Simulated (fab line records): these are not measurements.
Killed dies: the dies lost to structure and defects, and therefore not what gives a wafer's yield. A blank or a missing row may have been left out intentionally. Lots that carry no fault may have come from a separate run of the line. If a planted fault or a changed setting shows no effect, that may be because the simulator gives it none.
Code-filled problem report in 8D (eight disciplines) form ; flow gf180mcu ; the parts of the form that need people (team, actions taken, sign-off) are left out

## 1. PROBLEM STATEMENT
Wafers without a fault read 220.4 nm, standard deviation 1.4; cd-nm at GF_CONTACT_CD_MEAS_14 reads a mean of 247.1 nm on 6 wafers belonging to 2 lots. That is +19 standard deviations from the usual mean.
The step: target cd 220 nm.
The first sign was on wafer L750.1 at day 22 03:20, on cd-sem-01. Wafers with a number at this step in the record: 42, from 14 lots. Rule for "out", or "out of limits": more than 4 standard deviations from the usual mean. The other wafers with a number count as sound.

## 2. WHAT IT IS, WHAT IT ISN'T
question;is;is not
which readings at this step;cd-nm;-
which lots;L750, L751;L733, L735, L736, L737, L738, L741, L742, L744, L746, L747, L748, L752
which wafers of those lots;all that have a number;-
read on which gauges;cd-sem-01;cd-sem-02
when;from day 22 03:20;"up to then (33 sound wafers); but 3 sound wafers of L752 came after"

## 3. THE SUSPECTS, EACH WITH WHAT RULES IT OUT
Counting: a tool at any process step up to the reading remains a suspect when it ran all the lots that are out and ran no sound lot after the first of those.
- ruled out: the gauge at GF_CONTACT_CD_MEAS_14. All the wafers that are out were read on cd-sem-01, but those of them that GF_CONTACT_EXPOSE_11 has rows for are out there too, on other tools.
- krf-scanner-01 at GF_CONTACT_EXPOSE_11 (exposes mask Contact, target cd 220 nm): kept. It processed each lot that is out, first L750 at day 21 15:46, and no sound lot thereafter; up to then, the last sound lot it processed was L748 at day 21 03:01. Its own readings are out on those wafers: exposure-dose-mJ-cm2.
After counting, what remains is krf-scanner-01 at GF_CONTACT_EXPOSE_11.

## 4. THE CAUSE (what the simulator had put in)
Drift in process parameters on krf-scanner-01 at GF_CONTACT_EXPOSE_11, starting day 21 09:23. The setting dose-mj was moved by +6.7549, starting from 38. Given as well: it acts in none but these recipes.
This tool alone remained once counting was done.

## 5. SEQUENCE OF EFFECTS, ordered by route
One row per reading whose mean, taken over the struck wafers that have a number, lies over 3 standard deviations from the usual. Only readings for which the record gives a usual standard deviation are gone through. hours: the time from each lot's start at the first step in this table that gives one to its start at this step, as a median over the lots. sigmas: the change in usual standard deviations.
hours;step;reading;usual;on struck wafers;change;sigmas
0;GF_CONTACT_EXPOSE_11;exposure-dose-mJ-cm2;37.95;44.69;+6.74;+99 or more
12;GF_CONTACT_CD_MEAS_14;cd-nm;220.4 nm;247.1;+26.7;+19
283;GF_PASSIVATION_PROBE_99;killed-at-contacts;5.8;27.0;+21.2;+8.2
283;GF_PASSIVATION_PROBE_99;killed-dies;49;73;+24;+3.3
It contains these process steps:
- GF_CONTACT_EXPOSE_11: exposes mask Contact, target cd 220 nm.
- GF_PASSIVATION_PROBE_99
Later measuring or inspecting steps at which every struck wafer that the step has a row for has a number for every such reading, and none has moved that far: GF_CONTACT_OVL_MEAS_15, GF_CONTACT_RS_MEAS_25.

## 6. HOW IT WOULD HAVE BEEN CAUGHT EARLIER
18 hours passed between the start of the fault at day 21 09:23 and the first reading out of limits at a measuring or inspecting step in this record, taken at day 22 03:20.
Tool's own readings at GF_CONTACT_EXPOSE_11, exposure-dose-mJ-cm2: out on all struck wafers the step has rows for; an alarm limit on them would have tripped on the first.
The start of GF_CONTACT_EXPOSE_11 on krf-scanner-01 came by day 22 03:20 for every one of the lots that are out (2). Had the tool been put on hold then, not one of them would have been saved.
